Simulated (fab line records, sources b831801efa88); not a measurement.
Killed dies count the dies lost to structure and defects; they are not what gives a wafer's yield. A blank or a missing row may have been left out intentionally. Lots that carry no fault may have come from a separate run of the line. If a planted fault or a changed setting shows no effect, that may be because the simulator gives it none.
The tool behind it: which one? + flow gf180mcu + 42 wafers from 15 lots sampled at 3 of the route's 602 steps

## WHAT THE GAUGES READ, wafer by wafer
GF_M2_OVL_MEAS_15.
| lot  | measured     | on         | M2_OVL (nm) |
|------|--------------|------------|-------------|
| L922 | day 19 05:26 | overlay-02 | 0 7         |
| L923 | day 19 14:14 | overlay-02 | -3 -1 0     |
| L924 | day 20 02:26 | overlay-01 | 3 -1 4      |
| L925 | day 20 07:29 | overlay-01 | 10 4 4      |
| L926 | day 20 16:50 | overlay-02 | 5 -3 -7     |
| L927 | day 21 02:26 | overlay-02 | 7 -1 1      |
| L928 | day 21 13:59 | overlay-02 | 1 4 -4      |
| L934 | day 23 19:50 | overlay-01 | 5 8 3       |
| L935 | day 24 00:21 | overlay-02 | -1 -5 -3    |
| L936 | day 24 09:37 | overlay-02 | 4 8 1       |
| L937 | day 24 14:11 | overlay-02 | 7 10 10     |
| L939 | day 25 07:05 | overlay-01 | 0 -2 6      |
| L942 | day 26 05:20 | overlay-02 | 6 6         |
| L943 | day 26 08:47 | overlay-01 | 8 7 4       |
| L944 | day 26 18:17 | overlay-02 | 2 6         |

## EACH LOT AND THE TOOL THAT RAN IT (in order: tool; ch and the chambers of the sampled wafers; start)
| lot  | GF_SAB_ETCH_11                     | GF_CONTACT_CMP_27             |
|------|------------------------------------|-------------------------------|
| L922 | rie diel-03 ch 1, day 15 05:04     | cmp-02 ch 1,2, day 16 05:28   |
| L923 | rie diel-04 ch 1,2,3, day 15 13:09 | cmp-02 ch 0,2,3, day 16 14:03 |
| L924 | rie diel-01 ch 0,1, day 16 00:10   | cmp-02 ch 0,1,3, day 17 01:27 |
| L925 | rie diel-03 ch 0,2, day 16 05:04   | cmp-01 ch 2,3, day 17 06:09   |
| L926 | rie diel-04 ch 1,2,3, day 16 13:28 | cmp-01 ch 0,1,3, day 17 14:20 |
| L927 | rie diel-01 ch 0,1,3, day 16 22:43 | cmp-01 ch 0,2,3, day 17 22:55 |
| L928 | rie diel-01 ch 0,1, day 17 08:16   | cmp-02 ch 0,3, day 18 10:13   |
| L934 | rie diel-04 ch 0,1,2, day 19 14:19 | cmp-01 ch 0,2,3, day 20 16:54 |
| L935 | rie diel-03 ch 2,3, day 19 18:58   | cmp-01 ch 0,1, day 20 21:33   |
| L936 | rie diel-03 ch 1,2, day 20 05:31   | cmp-02 ch 1,3, day 21 08:28   |
| L937 | rie diel-03 ch 0,1,2, day 20 09:22 | cmp-02 ch 1,2,3, day 21 12:30 |
| L939 | rie diel-01 ch 2,3, day 21 04:37   | cmp-02 ch 0,3, day 22 06:54   |
| L942 | rie diel-04 ch 0,2, day 22 06:25   | cmp-01 ch 2,3, day 23 08:29   |
| L943 | rie diel-01 ch 0,2,3, day 22 09:22 | cmp-01 ch 1,2,3, day 23 11:44 |
| L944 | rie diel-01 ch 0,3, day 22 21:13   | cmp-02 ch 2, day 23 23:11     |
- GF_SAB_ETCH_11: etches SiO2 in C4F8/O2/Ar, target depth 55 nm, time 8.5 s.
- GF_CONTACT_CMP_27: polishes, stops on SiO2, t overpolish 15 s, target thk 0 nm.

## WHAT THE TOOLS THEMSELVES READ (means of the sampled wafers that have a number; where no wafer has one, the mark that the record gives instead)
GF_SAB_ETCH_11.
| lot  | tool        | oes product au (a.u.) |
|------|-------------|-----------------------|
| L922 | rie diel-03 | 0.993                 |
| L923 | rie diel-04 | 1.008                 |
| L924 | rie diel-01 | 1.004                 |
| L925 | rie diel-03 | 0.993                 |
| L926 | rie diel-04 | 1.004                 |
| L927 | rie diel-01 | 0.998                 |
| L928 | rie diel-01 | 0.995                 |
| L934 | rie diel-04 | 1.001                 |
| L935 | rie diel-03 | 1.362                 |
| L936 | rie diel-03 | 1.361                 |
| L937 | rie diel-03 | 1.366                 |
| L939 | rie diel-01 | 0.990                 |
| L942 | rie diel-04 | 0.998                 |
| L943 | rie diel-01 | 1.003                 |
| L944 | rie diel-01 | 1.004                 |

GF_CONTACT_CMP_27.
| lot  | tool   | motor current A (A) | overpolish run s (s) | time to endpoint s (s) |
|------|--------|---------------------|----------------------|------------------------|
| L922 | cmp-02 | 11.1                | 14.996               | 76                     |
| L923 | cmp-02 | 12.1                | 14.991               | 70                     |
| L924 | cmp-02 | 10.6                | 15.002               | 73                     |
| L925 | cmp-01 | 12.0                | 15.006               | 73                     |
| L926 | cmp-01 | 10.4                | 14.988               | 71                     |
| L927 | cmp-01 | 10.8                | 15.002               | 73                     |
| L928 | cmp-02 | 11.1                | 14.999               | 77                     |
| L934 | cmp-01 | 10.7                | 15.007               | 71                     |
| L935 | cmp-01 | 10.1                | 15.007               | 73                     |
| L936 | cmp-02 | 10.4                | 15.005               | 72                     |
| L937 | cmp-02 | 11.5                | 15.006               | 74                     |
| L939 | cmp-02 | 11.4                | 14.994               | 74                     |
| L942 | cmp-01 | 12.1                | 14.999               | 68                     |
| L943 | cmp-01 | 11.7                | 15.009               | 73                     |
| L944 | cmp-02 | 13.3                | 14.989               | 76                     |

## THE ANSWER, worked out from the rows above alone
Rule: the usual values come from the lots themselves. Put in order of their means at a reading, lots are off if they are a third of the lots or fewer, leave a main group of 4 or more, and stand apart from it by a gap of 3 or more times the standard deviation of the main group's means; of several such gaps the widest counts. If all means in a main group match to the digits the tables above print for the reading, that group is not used. Also off: a lot with no number at a reading for which 4 or more lots have one. Any other lot the step has rows for is counted as sound. After the gauges, taken in route order, come the tools' own readings; for these a lot's mean is taken, as printed above. At the first step where some lot is off, the reading lying furthest off is the one used; lots without a number count as furthest.
Off: L935, L936, L937 (GF_SAB_ETCH_11, oes product au). The main group: mean 0.999 a.u., standard deviation 0.0054.
A tool fits if, at that step or a process step before it, it ran every lot that is off, and no sound lot after the first of them. One candidate fits, namely rie diel-03 at GF_SAB_ETCH_11. Its last sound lot is L925 (day 16 05:04), its first lot that is off L935 (day 19 18:58): a fault that began between those two fits.
On the lots that are off, the tool's own readings at GF_SAB_ETCH_11 differ by more than 5 times the standard deviation of the sound lots' means, which bears it out; oes product au reads 1.363 a.u. there versus 0.999 a.u. on the sound lots.

## WHAT THE SIMULATOR PUT IN
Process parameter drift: rie diel-03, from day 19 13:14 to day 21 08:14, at GF_SAB_ETCH_11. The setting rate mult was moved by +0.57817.
Shown lots that were struck: L935, L936, L937. Same finding as the rule above.
